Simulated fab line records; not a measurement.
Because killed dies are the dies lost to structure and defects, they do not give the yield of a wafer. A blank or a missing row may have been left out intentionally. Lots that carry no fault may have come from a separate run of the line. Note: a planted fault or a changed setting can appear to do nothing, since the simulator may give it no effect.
Comparing a struck lot with a sound one ; flow sky130 ; 23 steps out of a route of 708
Sound: wafers L104.2, L104.5, L104.6. Wafers struck: L112.3, L112.4, L112.6. The cause comes at the end.
Order at every step that has rows: each side's tool, ch and its chambers, its first start. Under that, the readings that differ: sound wafers ; struck wafers ; difference of the means ; sigmas: that difference in standard deviations of wafers without a fault.
alike: same words and numbers on both sides, and readings whose means sit less than 2 such deviations apart. not compared: any withheld reading, any reading some wafer has no value for, any bound like >300 that may hide the same value, and any number with overlapping values for which the record gives no deviation.
A row with sigmas, a row that says differs or no value, or rows on one side alone: a step with any of these is where the two part. Non-overlapping numbers with no deviation appear without sigmas and do not part them. A reading missing from all wafers of one side parts the sides only when that side holds two or more wafers.

first, 8 steps without rows for these wafers: SKY_LDD_N_IMPLANT_08; SKY_LDD_N_IMPLANT_09; SKY_LDD_N_IMPLANT_10; SKY_LDD_N_IMPLANT_11; SKY_LDD_N_IMPLANT_12; SKY_LDD_N_IMPLANT_13; SKY_LDD_N_IMPLANT_14; SKY_LDD_N_IMPLANT_15.
SKY_LDD_N_STRIP_16: strips in O2/N2.
  sound on plasma asher-02 ch 0,1, day 18 11:49; struck on plasma asher-02 ch 0,1, day 21 14:17
  alike: drypump motor current A, oes product au, strip time to endpoint s
  not compared: rf hours counter h
SKY_LDD_N_TW_MEAS_17:
  sound on film metro-03 at day 18 11:55; struck on film metro-01 at day 21 14:22
  alike: LDD_N_TW
then, 2 steps without rows for these wafers: SKY_LDD_P_DEHYDRATE_00 (time 60 s); SKY_LDD_P_HMDS_01 (prime time 60 s).
SKY_LDD_P_COAT_02: resist thk 1140 nm.
  sound on litho track-02 ch 0, day 19 03:52; struck on litho track-02 ch 0, day 22 05:14
reading;sound;struck;difference;sigmas
spin speed rpm (rpm);3002.4 3002.1 2999.6;3076.9 3078.0 3077.5;+76.1;+36
model.NOVOLAK_of_LDD_P_COAT_02.thk nm (nm);1150 1144 1146;1127 1129 1126;-19;
then, 3 steps without rows for these wafers: SKY_LDD_P_SOFTBAKE_03 (time 60 s); SKY_LDD_P_EXPOSE_04 (exposes mask PSDM, target cd 380 nm); SKY_LDD_P_PEB_05.
SKY_LDD_P_DEVELOP_06: develop time 61.64 s.
  sound on litho track-02 ch 0, day 19 19:19; struck on litho track-03 ch 0, day 22 20:15
reading;sound;struck;difference;sigmas
model.NOVOLAK_of_LDD_P_COAT_02.thk nm (nm);1150 1143 1145;1127 1129 1125;-19;
SKY_LDD_P_CD_MEAS_07: the cd target is 380 nm.
  sound on cd sem-01 at day 19 19:28; struck on cd sem-01 at day 22 20:23
  alike: cd nm
SKY_LDD_P_OVL_MEAS_08:
  sound on overlay-01 at day 19 19:34; struck on overlay-02 at day 22 20:29
  alike: LDD_P_OVL
after that, 1 step had no rows for these wafers: SKY_LDD_P_IMPLANT_09.
SKY_LDD_P_STRIP_10: strips in O2/N2.
  sound on plasma asher-02 ch 0,1, day 19 19:44; struck on plasma asher-02 ch 0,1, day 22 20:41
reading;sound;struck;difference;sigmas
strip time to endpoint s (s);14.31 14.23 14.24;14.03 14.05 14.00;-0.23;-6
  alike: drypump motor current A, oes product au
  not compared: rf hours counter h
SKY_LDD_P_TW_MEAS_11:
  sound on film metro-02 at day 19 19:51; struck on film metro-04 at day 22 20:47
  alike: LDD_P_TW
-- the record jumps here: 25 days lie between the struck wafers' starts before and after (it left off in module LDD_P and takes up again in module PAD_OPEN, whose first step shown is number 708 of the route) --
SKY_PAD_OPEN_PROBE_99:
  sound on prober-01 at day 46 15:28; struck on prober-01 at day 48 06:38
  alike: killed_at_M0_to_M3, killed_at_M4_up, killed at contacts, killed at front end, killed at other, killed dies, killed open, killed short

WHERE THEY PART
First at SKY_LDD_P_COAT_02; last, within this record, at SKY_LDD_P_STRIP_10. Later steps at which nothing parts them and some readings are alike: SKY_LDD_P_TW_MEAS_11, SKY_PAD_OPEN_PROBE_99.

WHY: the cause the simulator had injected
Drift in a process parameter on litho track-02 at SKY_LDD_P_COAT_02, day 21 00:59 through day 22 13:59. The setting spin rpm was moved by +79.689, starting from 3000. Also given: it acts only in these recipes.
